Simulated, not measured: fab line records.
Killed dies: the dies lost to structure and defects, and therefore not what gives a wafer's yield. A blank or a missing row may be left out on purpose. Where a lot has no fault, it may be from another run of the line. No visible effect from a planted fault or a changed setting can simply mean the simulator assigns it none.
fab line records || flow sfqLine || part 2 of 2: steps 29 to 39 of 39
[record] {"lots": 5, "wafers": 15, "lastDay": 88}
route steps=325 shown I4@165 JJ@178 M5@198
lots untouched by any fault: they come from a run of this same line in which no faults occurred
startH: hours from the record's first day to the start of the lot's first wafer shown || waitH: hours elapsed since this lot's preceding step || " unchanged from the row above || L1.1+2: several wafers, shown together as one row || - no value, or no start given || * or withheld: withheld || < > ~ a bound
route shown NAME@n: NAME is a module with steps in the file, n the number in the route of the first one || usual: mean and standard deviation over wafers with no fault || same: alike in all rows || chamber/n: place in a boat || sites: each site's reading || _std_site: the standard deviation of these || _edge_site: the outer-site mean with the inner-site mean subtracted || radiusMm: for every site, how far away it sits from the centre of the wafer || mask NAME#n: copy n || behind: the tool/chamber that last shaped the wafer || hold: the reason the lot was held/the length of the hold in hours/how it ended || device: names the non-switching transistor (n, p or np) || end of line: tests of these same wafers at the route's end || step lacking rows: just its recipe || killed: at the first sort, the dies lost to defects and structure; wafer yield is something else || map: a wafer's dies, marking killed ones x, the rest . and places with no die _
set.NAME: the setting as run; set.NAME@STEP: as run at that earlier step || model.NAME: the simulator's own value behind a step, which no gauge read
certain route steps with their lots: each step a table, each wafer a row
services: the hour from which a tool's chamber was out of use, counted from the record's first day as startH (under 0 if before that day), plus the number of hours and why
[[steps]]
[step SFQ_TRILAYER_JJ_CE_ETCH_RIE_118]
[recipe] {"target": "Nb", "stopOn": "Al2O3", "maskMaterial": "PR", "taperDeg": 13.257, "overEtchFrac": 0.15, "timeS": 97.7, "chemistry": "SF6", "targetDepthNm": 170, "icpW": 600, "biasW": 80, "pressureMtorr": 10}
[usual] {"drypumpMotorCurrentA": "6.0/0.43", "oesProductAu": "0.989/0.0082"}
{"lot.wafer": "L074.2", "tool": "rieMetal-02", "chamber": 0, "startH": 1199.17, "waitH": 0.1, "drypumpMotorCurrentA": 6.3, "oesProductAu": 0.983, "rfHoursCounterH": 48}
{"lot.wafer": "L074.4", "tool": "rieMetal-02", "chamber": 1, "startH": 1199.17, "waitH": 0.1, "drypumpMotorCurrentA": 5.9, "oesProductAu": 0.987, "rfHoursCounterH": "-"}
{"lot.wafer": "L074.5", "tool": "rieMetal-02", "chamber": 1, "startH": 1199.17, "waitH": 0.1, "drypumpMotorCurrentA": 5.9, "oesProductAu": 0.981, "rfHoursCounterH": "-"}
{"lot.wafer": "L075.1", "tool": "rieMetal-02", "chamber": 1, "startH": 1201.52, "waitH": 0.1, "drypumpMotorCurrentA": 5.9, "oesProductAu": 0.984, "rfHoursCounterH": 9}
{"lot.wafer": "L075.5", "tool": "rieMetal-02", "chamber": 0, "startH": 1201.52, "waitH": 0.1, "drypumpMotorCurrentA": 6.2, "oesProductAu": 0.980, "rfHoursCounterH": "-"}
{"lot.wafer": "L075.6", "tool": "rieMetal-02", "chamber": 1, "startH": 1201.52, "waitH": 0.1, "drypumpMotorCurrentA": 5.9, "oesProductAu": 0.984, "rfHoursCounterH": "-"}
{"lot.wafer": "L076.1", "tool": "rieMetal-03", "chamber": 1, "startH": 1434.03, "waitH": 0.1, "drypumpMotorCurrentA": 5.7, "oesProductAu": 0.979, "rfHoursCounterH": 54}
{"lot.wafer": "L076.4", "tool": "rieMetal-03", "chamber": 0, "startH": 1434.03, "waitH": 0.1, "drypumpMotorCurrentA": 6.7, "oesProductAu": 0.973, "rfHoursCounterH": "-"}
{"lot.wafer": "L076.6", "tool": "rieMetal-03", "chamber": 1, "startH": 1434.03, "waitH": 0.1, "drypumpMotorCurrentA": 5.7, "oesProductAu": 0.982, "rfHoursCounterH": "-"}
{"lot.wafer": "L081.4", "tool": "rieMetal-04", "chamber": 1, "startH": 1462.07, "waitH": 0.1, "drypumpMotorCurrentA": 5.1, "oesProductAu": 0.993, "rfHoursCounterH": "-"}
{"lot.wafer": "L081.5", "tool": "rieMetal-04", "chamber": 1, "startH": 1462.07, "waitH": 0.1, "drypumpMotorCurrentA": 5.1, "oesProductAu": 0.993, "rfHoursCounterH": "-"}
{"lot.wafer": "L081.6", "tool": "rieMetal-04", "chamber": 0, "startH": 1462.07, "waitH": 0.1, "drypumpMotorCurrentA": 6.4, "oesProductAu": 0.998, "rfHoursCounterH": "-"}
{"lot.wafer": "L091.2", "tool": "rieMetal-02", "chamber": 0, "startH": 1509.22, "waitH": 0.1, "drypumpMotorCurrentA": 6.2, "oesProductAu": 1.007, "rfHoursCounterH": 97}
{"lot.wafer": "L091.4", "tool": "rieMetal-02", "chamber": 1, "startH": 1509.22, "waitH": 0.1, "drypumpMotorCurrentA": 5.9, "oesProductAu": 1.000, "rfHoursCounterH": "-"}
{"lot.wafer": "L091.5", "tool": "rieMetal-02", "chamber": 0, "startH": 1509.22, "waitH": 0.1, "drypumpMotorCurrentA": 6.2, "oesProductAu": 0.991, "rfHoursCounterH": "-"}
[step SFQ_TRILAYER_JJ_ANODIZE_ANODIZE_119]
[recipe] {"currentDensityMaCm2": "withheld", "endCurrentDensityMaCm2": "withheld", "bathTempC": "withheld"}
{"lot.wafer": "L074.2+4+5", "tool": "wetBench-05", "chamber": "3,7,1", "startH": 1199.28, "waitH": 0.1}
{"lot.wafer": "L075.1+5+6", "tool": "wetBench-06", "chamber": "6,5,1", "startH": 1201.62, "waitH": 0.1}
{"lot.wafer": "L076.1+4+6", "tool": "wetBench-05", "chamber": "5,0,3", "startH": 1434.13, "waitH": 0.1}
{"lot.wafer": "L081.4+5+6", "tool": "wetBench-06", "chamber": "0,2,1", "startH": 1462.17, "waitH": 0.0}
{"lot.wafer": "L091.2+4+5", "tool": "wetBench-06", "chamber": "6,7,1", "startH": 1509.33, "waitH": 0.1}
[step SFQ_TRILAYER_JJ_CE_STRIP_STRIP_120]
[recipe] {"gas": "O2", "powerW": 200, "platenTempC": 40, "overashFraction": 0.65, "chemistry": "O2", "pressureMtorr": 50}
[usual] {"drypumpMotorCurrentA": "6.0/0.48", "oesProductAu": "1.003/0.012"}
{"lot.wafer": "L074.2", "tool": "rieMetal-04", "chamber": 0, "startH": 1199.78, "waitH": 0.0, "drypumpMotorCurrentA": 6.5, "oesProductAu": 0.991, "rfHoursCounterH": 31}
{"lot.wafer": "L074.4", "tool": "rieMetal-04", "chamber": 0, "startH": 1199.78, "waitH": 0.0, "drypumpMotorCurrentA": 6.4, "oesProductAu": 0.989, "rfHoursCounterH": "-"}
{"lot.wafer": "L074.5", "tool": "rieMetal-04", "chamber": 1, "startH": 1199.78, "waitH": 0.0, "drypumpMotorCurrentA": 5.2, "oesProductAu": 1.017, "rfHoursCounterH": "-"}
{"lot.wafer": "L075.1", "tool": "rieMetal-03", "chamber": 0, "startH": 1202.12, "waitH": 0.0, "drypumpMotorCurrentA": 6.6, "oesProductAu": 0.996, "rfHoursCounterH": 30}
{"lot.wafer": "L075.5", "tool": "rieMetal-03", "chamber": 1, "startH": 1202.12, "waitH": 0.0, "drypumpMotorCurrentA": 5.7, "oesProductAu": 1.014, "rfHoursCounterH": "-"}
{"lot.wafer": "L075.6", "tool": "rieMetal-03", "chamber": 0, "startH": 1202.12, "waitH": 0.0, "drypumpMotorCurrentA": 6.6, "oesProductAu": 0.985, "rfHoursCounterH": "-"}
{"lot.wafer": "L076.1", "tool": "rieMetal-04", "chamber": 0, "startH": 1434.63, "waitH": 0.0, "drypumpMotorCurrentA": 6.4, "oesProductAu": 0.992, "rfHoursCounterH": 63}
{"lot.wafer": "L076.4", "tool": "rieMetal-04", "chamber": 1, "startH": 1434.63, "waitH": 0.0, "drypumpMotorCurrentA": 5.2, "oesProductAu": 1.006, "rfHoursCounterH": "-"}
{"lot.wafer": "L076.6", "tool": "rieMetal-04", "chamber": 1, "startH": 1434.63, "waitH": 0.0, "drypumpMotorCurrentA": 5.2, "oesProductAu": 1.013, "rfHoursCounterH": "-"}
{"lot.wafer": "L081.4", "tool": "rieMetal-02", "chamber": 0, "startH": 1462.91, "waitH": 0.2, "drypumpMotorCurrentA": 6.3, "oesProductAu": 1.011, "rfHoursCounterH": "-"}
{"lot.wafer": "L081.5", "tool": "rieMetal-02", "chamber": 0, "startH": 1462.91, "waitH": 0.2, "drypumpMotorCurrentA": 6.3, "oesProductAu": 1.022, "rfHoursCounterH": "-"}
{"lot.wafer": "L081.6", "tool": "rieMetal-02", "chamber": 1, "startH": 1462.91, "waitH": 0.2, "drypumpMotorCurrentA": 5.9, "oesProductAu": 1.002, "rfHoursCounterH": "-"}
{"lot.wafer": "L091.2", "tool": "rieMetal-03", "chamber": 0, "startH": 1509.83, "waitH": 0.0, "drypumpMotorCurrentA": 6.6, "oesProductAu": 0.989, "rfHoursCounterH": 73}
{"lot.wafer": "L091.4", "tool": "rieMetal-03", "chamber": 0, "startH": 1509.83, "waitH": 0.0, "drypumpMotorCurrentA": 6.6, "oesProductAu": 0.980, "rfHoursCounterH": "-"}
{"lot.wafer": "L091.5", "tool": "rieMetal-03", "chamber": 1, "startH": 1509.83, "waitH": 0.0, "drypumpMotorCurrentA": 5.7, "oesProductAu": 1.006, "rfHoursCounterH": "-"}
[step SFQ_TRILAYER_JJ_CE_STRIP_SOLV_CLEAN_121]
[recipe] {"chemistry": "NMP", "tempC": 70, "timeS": 600}
{"lot.wafer": "L074.2+4+5", "tool": "wetBench-02", "chamber": "4,0,2", "startH": 1200.38, "waitH": 0.4}
{"lot.wafer": "L075.1+5+6", "tool": "wetBench-02", "chamber": "1,0,6", "startH": 1202.72, "waitH": 0.4}
{"lot.wafer": "L076.1+4+6", "tool": "wetBench-04", "chamber": "7,0,3", "startH": 1435.23, "waitH": 0.4}
{"lot.wafer": "L081.4+5+6", "tool": "wetBench-01", "chamber": "7,3,2", "startH": 1463.31, "waitH": 0.2}
{"lot.wafer": "L091.2+4+5", "tool": "wetBench-02", "chamber": "2,7,1", "startH": 1510.43, "waitH": 0.4}
[step SFQ_TRILAYER_M5_LITHO_COAT_128]
[recipe] {"resist": "BARC", "spinRpm": 3000, "resistThkNm": 62}
{"lot.wafer": "L074.2+4+5", "tool": "lithoTrack-04", "chamber": 0, "startH": 1200.60, "waitH": 0.1}
{"lot.wafer": "L075.1+5+6", "tool": "lithoTrack-02", "chamber": 0, "startH": 1202.90, "waitH": 0.0}
{"lot.wafer": "L076.1+4+6", "tool": "lithoTrack-01", "chamber": 0, "startH": 1435.41, "waitH": 0.0}
{"lot.wafer": "L081.4+5+6", "tool": "lithoTrack-02", "chamber": 0, "startH": 1463.64, "waitH": 0.1}
{"lot.wafer": "L091.2+4+5", "tool": "lithoTrack-01", "chamber": 0, "startH": 1510.67, "waitH": 0.1}
[step SFQ_TRILAYER_M5_LITHO_COAT_123]
[recipe] {"resist": "KrF", "spinRpm": 3000, "resistThkNm": 600}
{"lot.wafer": "L074.2+4+5", "tool": "lithoTrack-04", "chamber": 0, "startH": 1200.90, "waitH": 0.2}
{"lot.wafer": "L075.1+5+6", "tool": "lithoTrack-02", "chamber": 0, "startH": 1203.20, "waitH": 0.2}
{"lot.wafer": "L076.1+4+6", "tool": "lithoTrack-01", "chamber": 0, "startH": 1435.71, "waitH": 0.2}
{"lot.wafer": "L081.4+5+6", "tool": "lithoTrack-02", "chamber": 0, "startH": 1463.94, "waitH": 0.2}
{"lot.wafer": "L091.2+4+5", "tool": "lithoTrack-01", "chamber": 0, "startH": 1510.97, "waitH": 0.2}
[step SFQ_TRILAYER_M5_LITHO_SOFTBAKE_127]
[recipe] {"tempC": "withheld", "timeS": "withheld", "resist": "KrF"}
{"lot.wafer": "L074.2+4+5", "tool": "lithoTrack-04", "chamber": 0, "startH": 1201.18, "waitH": 0.2}
{"lot.wafer": "L075.1+5+6", "tool": "lithoTrack-02", "chamber": 0, "startH": 1203.50, "waitH": 0.2}
{"lot.wafer": "L076.1+4+6", "tool": "lithoTrack-01", "chamber": 0, "startH": 1436.01, "waitH": 0.2}
{"lot.wafer": "L081.4+5+6", "tool": "lithoTrack-02", "chamber": 0, "startH": 1464.16, "waitH": 0.2}
{"lot.wafer": "L091.2+4+5", "tool": "lithoTrack-01", "chamber": 0, "startH": 1511.25, "waitH": 0.2}
[step SFQ_TRILAYER_M5_LITHO_EXPOSE_124]
[recipe] {"maskId": "M5", "na": 0.6, "sourceShape": "conventional", "sigmaOuter": 0.65, "targetCdNm": 700, "doseMj": 14.4}
[usual] {"reticleTempC": "22.99/0.087"}
{"lot.wafer": "L074.2", "tool": "krfScanner-02", "chamber": 0, "startH": 1206.22, "waitH": "-", "mask": "M5#0", "reticleTempC": 23.02}
{"lot.wafer": "L074.4", "tool": "krfScanner-02", "chamber": 0, "startH": 1206.22, "waitH": "-", "mask": "M5#0", "reticleTempC": 23.00}
{"lot.wafer": "L074.5", "tool": "krfScanner-02", "chamber": 0, "startH": 1206.22, "waitH": "-", "mask": "M5#0", "reticleTempC": 22.99}
{"lot.wafer": "L075.1", "tool": "krfScanner-02", "chamber": 0, "startH": 1207.22, "waitH": "-", "mask": "M5#0", "reticleTempC": 23.06}
{"lot.wafer": "L075.5", "tool": "krfScanner-02", "chamber": 0, "startH": 1207.22, "waitH": "-", "mask": "M5#0", "reticleTempC": 22.91}
{"lot.wafer": "L075.6", "tool": "krfScanner-02", "chamber": 0, "startH": 1207.22, "waitH": "-", "mask": "M5#0", "reticleTempC": 23.14}
{"lot.wafer": "L076.1", "tool": "krfScanner-01", "chamber": 0, "startH": 1543.80, "waitH": "-", "mask": "M5#0", "reticleTempC": 22.95}
{"lot.wafer": "L076.4", "tool": "krfScanner-01", "chamber": 0, "startH": 1543.80, "waitH": "-", "mask": "M5#0", "reticleTempC": 23.10}
{"lot.wafer": "L076.6", "tool": "krfScanner-01", "chamber": 0, "startH": 1543.80, "waitH": "-", "mask": "M5#0", "reticleTempC": 22.94}
{"lot.wafer": "L081.4", "tool": "krfScanner-01", "chamber": 0, "startH": 1575.60, "waitH": "-", "mask": "M5#0", "reticleTempC": 22.84}
{"lot.wafer": "L081.5", "tool": "krfScanner-01", "chamber": 0, "startH": 1575.60, "waitH": "-", "mask": "M5#0", "reticleTempC": 22.87}
{"lot.wafer": "L081.6", "tool": "krfScanner-01", "chamber": 0, "startH": 1575.60, "waitH": "-", "mask": "M5#0", "reticleTempC": 22.83}
{"lot.wafer": "L091.2", "tool": "krfScanner-02", "chamber": 0, "startH": 1617.43, "waitH": "-", "mask": "M5#0", "reticleTempC": 22.99}
{"lot.wafer": "L091.4", "tool": "krfScanner-02", "chamber": 0, "startH": 1617.43, "waitH": "-", "mask": "M5#0", "reticleTempC": 22.97}
{"lot.wafer": "L091.5", "tool": "krfScanner-02", "chamber": 0, "startH": 1617.43, "waitH": "-", "mask": "M5#0", "reticleTempC": 22.80}
[step SFQ_TRILAYER_M5_LITHO_PEB_126]
[recipe] {"pebTempC": 115, "pebTimeS": 60, "resist": "KrF"}
[usual] {"heaterPowerTotalW": "79.15/0.065"}
{"lot.wafer": "L074.2", "tool": "lithoTrack-02", "chamber": 0, "startH": 1207.24, "waitH": 0.8, "heaterPowerTotalW": 79.17}
{"lot.wafer": "L074.4", "tool": "lithoTrack-02", "chamber": 0, "startH": 1207.24, "waitH": 0.8, "heaterPowerTotalW": 79.02}
{"lot.wafer": "L074.5", "tool": "lithoTrack-02", "chamber": 0, "startH": 1207.24, "waitH": 0.8, "heaterPowerTotalW": 79.13}
{"lot.wafer": "L075.1", "tool": "lithoTrack-04", "chamber": 0, "startH": 1208.42, "waitH": 1.0, "heaterPowerTotalW": 79.17}
{"lot.wafer": "L075.5", "tool": "lithoTrack-04", "chamber": 0, "startH": 1208.42, "waitH": 1.0, "heaterPowerTotalW": 79.17}
{"lot.wafer": "L075.6", "tool": "lithoTrack-04", "chamber": 0, "startH": 1208.42, "waitH": 1.0, "heaterPowerTotalW": 79.14}
{"lot.wafer": "L076.1", "tool": "lithoTrack-01", "chamber": 0, "startH": 1545.00, "waitH": 1.0, "heaterPowerTotalW": 79.15}
{"lot.wafer": "L076.4", "tool": "lithoTrack-01", "chamber": 0, "startH": 1545.00, "waitH": 1.0, "heaterPowerTotalW": 79.22}
{"lot.wafer": "L076.6", "tool": "lithoTrack-01", "chamber": 0, "startH": 1545.00, "waitH": 1.0, "heaterPowerTotalW": 79.15}
{"lot.wafer": "L081.4", "tool": "lithoTrack-04", "chamber": 0, "startH": 1576.28, "waitH": 0.5, "heaterPowerTotalW": 79.05}
{"lot.wafer": "L081.5", "tool": "lithoTrack-04", "chamber": 0, "startH": 1576.28, "waitH": 0.5, "heaterPowerTotalW": 79.10}
{"lot.wafer": "L081.6", "tool": "lithoTrack-04", "chamber": 0, "startH": 1576.28, "waitH": 0.5, "heaterPowerTotalW": 79.26}
{"lot.wafer": "L091.2", "tool": "lithoTrack-02", "chamber": 0, "startH": 1618.45, "waitH": 0.8, "heaterPowerTotalW": 79.24}
{"lot.wafer": "L091.4", "tool": "lithoTrack-02", "chamber": 0, "startH": 1618.45, "waitH": 0.8, "heaterPowerTotalW": 79.14}
{"lot.wafer": "L091.5", "tool": "lithoTrack-02", "chamber": 0, "startH": 1618.45, "waitH": 0.8, "heaterPowerTotalW": 79.06}
[step SFQ_TRILAYER_M5_LITHO_DEVELOP_125]
[recipe] {"timeS": 60, "resist": "KrF"}
{"lot.wafer": "L074.2+4+5", "tool": "lithoTrack-02", "chamber": 0, "startH": 1207.39, "waitH": 0.1}
{"lot.wafer": "L075.1+5+6", "tool": "lithoTrack-04", "chamber": 0, "startH": 1208.57, "waitH": 0.1}
{"lot.wafer": "L076.1+4+6", "tool": "lithoTrack-01", "chamber": 0, "startH": 1545.15, "waitH": 0.1}
{"lot.wafer": "L081.4+5+6", "tool": "lithoTrack-04", "chamber": 0, "startH": 1576.43, "waitH": 0.1}
{"lot.wafer": "L091.2+4+5", "tool": "lithoTrack-02", "chamber": 0, "startH": 1618.60, "waitH": 0.1}
[step SFQ_M5_OVL_MEAS_932]
[usual] {"M5_OVL": "0/5"}
{"lot.wafer": "L074.2", "tool": "overlay-02", "chamber": "-", "startH": 1207.52, "waitH": 0.1, "M5_OVL[nm]": 3}
{"lot.wafer": "L074.4", "tool": "overlay-02", "chamber": "-", "startH": 1207.52, "waitH": 0.1, "M5_OVL[nm]": 0}
{"lot.wafer": "L074.5", "tool": "overlay-02", "chamber": "-", "startH": 1207.52, "waitH": 0.1, "M5_OVL[nm]": -1}
{"lot.wafer": "L075.1", "tool": "overlay-02", "chamber": "-", "startH": 1208.72, "waitH": 0.1, "M5_OVL[nm]": 1}
{"lot.wafer": "L075.5", "tool": "overlay-02", "chamber": "-", "startH": 1208.72, "waitH": 0.1, "M5_OVL[nm]": -1}
{"lot.wafer": "L075.6", "tool": "overlay-02", "chamber": "-", "startH": 1208.72, "waitH": 0.1, "M5_OVL[nm]": 6}
{"lot.wafer": "L076.1", "tool": "overlay-02", "chamber": "-", "startH": 1545.30, "waitH": 0.1, "M5_OVL[nm]": 3}
{"lot.wafer": "L076.4", "tool": "overlay-02", "chamber": "-", "startH": 1545.30, "waitH": 0.1, "M5_OVL[nm]": 5}
{"lot.wafer": "L076.6", "tool": "overlay-02", "chamber": "-", "startH": 1545.30, "waitH": 0.1, "M5_OVL[nm]": 3}
{"lot.wafer": "L081.4", "tool": "overlay-02", "chamber": "-", "startH": 1576.52, "waitH": 0.1, "M5_OVL[nm]": -5}
{"lot.wafer": "L081.5", "tool": "overlay-02", "chamber": "-", "startH": 1576.52, "waitH": 0.1, "M5_OVL[nm]": 1}
{"lot.wafer": "L081.6", "tool": "overlay-02", "chamber": "-", "startH": 1576.52, "waitH": 0.1, "M5_OVL[nm]": 1}
{"lot.wafer": "L091.2", "tool": "overlay-02", "chamber": "-", "startH": 1618.73, "waitH": 0.1, "M5_OVL[nm]": 5}
{"lot.wafer": "L091.4", "tool": "overlay-02", "chamber": "-", "startH": 1618.73, "waitH": 0.1, "M5_OVL[nm]": 7}
{"lot.wafer": "L091.5", "tool": "overlay-02", "chamber": "-", "startH": 1618.73, "waitH": 0.1, "M5_OVL[nm]": 6}
[[services]]
{"tool": "pvdSputter-03", "chamber": "-", "startH": 1189.79, "hours": 23.1, "kind": "repair"}
{"tool": "krfScanner-02", "chamber": "-", "startH": 1193.97, "hours": 0.8, "kind": "pm"}
{"tool": "rieMetal-04", "chamber": "-", "startH": 1222.35, "hours": 2.8, "kind": "pm"}
{"tool": "rieMetal-04", "chamber": 1, "startH": 1236.04, "hours": 1.1, "kind": "repair"}
{"tool": "krfScanner-01", "chamber": "-", "startH": 1250.49, "hours": 1.0, "kind": "pm"}
{"tool": "krfScanner-01", "chamber": "-", "startH": 1254.02, "hours": 1.3, "kind": "pm"}
{"tool": "krfScanner-02", "chamber": "-", "startH": 1254.73, "hours": 2.2, "kind": "repair"}
{"tool": "rieMetal-02", "chamber": 0, "startH": 1260.25, "hours": 4.1, "kind": "repair"}
{"tool": "rieMetal-02", "chamber": 1, "startH": 1262.65, "hours": 1.3, "kind": "repair"}
{"tool": "krfScanner-02", "chamber": "-", "startH": 1272.48, "hours": 1.3, "kind": "pm"}
{"tool": "krfScanner-02", "chamber": "-", "startH": 1280.98, "hours": 1.0, "kind": "pm"}
{"tool": "pvdSputter-03", "chamber": "-", "startH": 1284.03, "hours": 3.6, "kind": "repair"}
{"tool": "pvdSputter-05", "chamber": "-", "startH": 1361.73, "hours": 1.2, "kind": "repair"}
{"tool": "krfScanner-02", "chamber": "-", "startH": 1362.83, "hours": 0.8, "kind": "pm"}
{"tool": "pvdSputter-05", "chamber": "-", "startH": 1366.05, "hours": 3.1, "kind": "repair"}
{"tool": "krfScanner-02", "chamber": "-", "startH": 1381.74, "hours": 1.2, "kind": "repair"}
{"tool": "krfScanner-02", "chamber": "-", "startH": 1448.00, "hours": 1.3, "kind": "pm"}
{"tool": "krfScanner-02", "chamber": "-", "startH": 1449.30, "hours": 1.0, "kind": "pm"}
{"tool": "krfScanner-02", "chamber": "-", "startH": 1522.47, "hours": 3.9, "kind": "repair"}
{"tool": "krfScanner-02", "chamber": "-", "startH": 1531.68, "hours": 0.8, "kind": "pm"}
{"tool": "krfScanner-02", "chamber": "-", "startH": 1533.09, "hours": 0.8, "kind": "pm"}
{"tool": "pvdSputter-03", "chamber": "-", "startH": 1565.18, "hours": 1.0, "kind": "repair"}
{"tool": "krfScanner-02", "chamber": "-", "startH": 1597.41, "hours": 0.6, "kind": "repair"}
{"tool": "krfScanner-02", "chamber": "-", "startH": 1618.43, "hours": 1.0, "kind": "pm"}
